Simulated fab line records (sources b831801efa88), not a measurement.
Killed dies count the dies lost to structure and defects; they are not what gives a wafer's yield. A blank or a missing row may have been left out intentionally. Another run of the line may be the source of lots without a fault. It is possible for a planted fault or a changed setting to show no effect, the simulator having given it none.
Comparing a struck lot with a sound one -- flow gf180mcu -- 14 steps out of a route of 602
Sound: the wafers L982.3, L982.4, L982.5. The struck wafers were L981.1, L981.2, L981.4. The cause is given at the end.
At each step with rows: each side's tool, then ch and its chambers, then its first start. Under that, the readings that differ: sound wafers -- struck wafers -- difference of the means -- sigmas: that difference in standard deviations of wafers without a fault.
alike: a reading whose means differ by less than 2 such deviations, as well as words and numbers matching on both sides. not compared: withheld readings; readings where some wafer has no value; bounds like >300 that might hide an equal value; numbers whose values overlap and for which the record gives no deviation.
A row with sigmas, a row that says differs or no value, or rows on one side alone: a step with any of these is where the two part. Numbers that have no deviation but don't overlap get no sigmas and don't part them. A reading missing from all wafers of one side parts the sides only when that side holds two or more wafers.

first, 2 steps without rows for these wafers: GF_NSD_PEB_05; GF_NSD_DEVELOP_06 (develop time 60 s).
GF_NSD_CD_MEAS_07: the cd target is 400 nm.
  sound on cd sem-02 at day 20 01:16; struck on cd sem-01 at day 19 22:18
  alike: cd nm
GF_NSD_OVL_MEAS_08:
  sound on overlay-02 at day 20 01:22; struck on overlay-01 at day 19 22:25
  alike: NSD_OVL
then, 2 steps without rows for these wafers: GF_NSD_IMPLANT_09; GF_NSD_IMPLANT_10.
GF_NSD_STRIP_11: strips in O2/N2.
  sound on plasma asher-03 ch 0,1, day 20 01:43; struck on plasma asher-04 ch 0,1, day 19 22:46
  alike: drypump motor current A, heater power w, o2 flow sccm, oes product au, platen temp c, strip time to endpoint s
  not compared: rf hours counter h
GF_NSD_TW_MEAS_12:
  sound on film metro-01 at day 20 01:48; struck on film metro-04 at day 19 22:52
  alike: NSD_TW
then, 4 steps without rows for these wafers: GF_PSD_DEHYDRATE_00 (time 60 s); GF_PSD_HMDS_01 (prime time 60 s); GF_PSD_COAT_02 (resist thk 1000 nm); GF_PSD_SOFTBAKE_03 (time 60 s).
GF_PSD_EXPOSE_04: exposes mask Pplus, target cd 400 nm.
  struck on iline stepper-01, day 20 10:24; sound on iline stepper-01 ch 0, day 20 13:11
  no value came back on the struck wafers for exposure dose mJ cm2, focus offset nm (nm), na; on the sound wafers exposure dose mJ cm2 reads 139.84 139.77 139.96
  alike: mask
after that, 1 step had no rows for these wafers: GF_PSD_PEB_05.

== WHERE THEY PART ==
GF_PSD_EXPOSE_04 only, going by this record.

WHY: what the simulator had put in
Step skipped in full: iline stepper-01, at GF_PSD_EXPOSE_04, from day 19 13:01 onward. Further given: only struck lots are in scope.
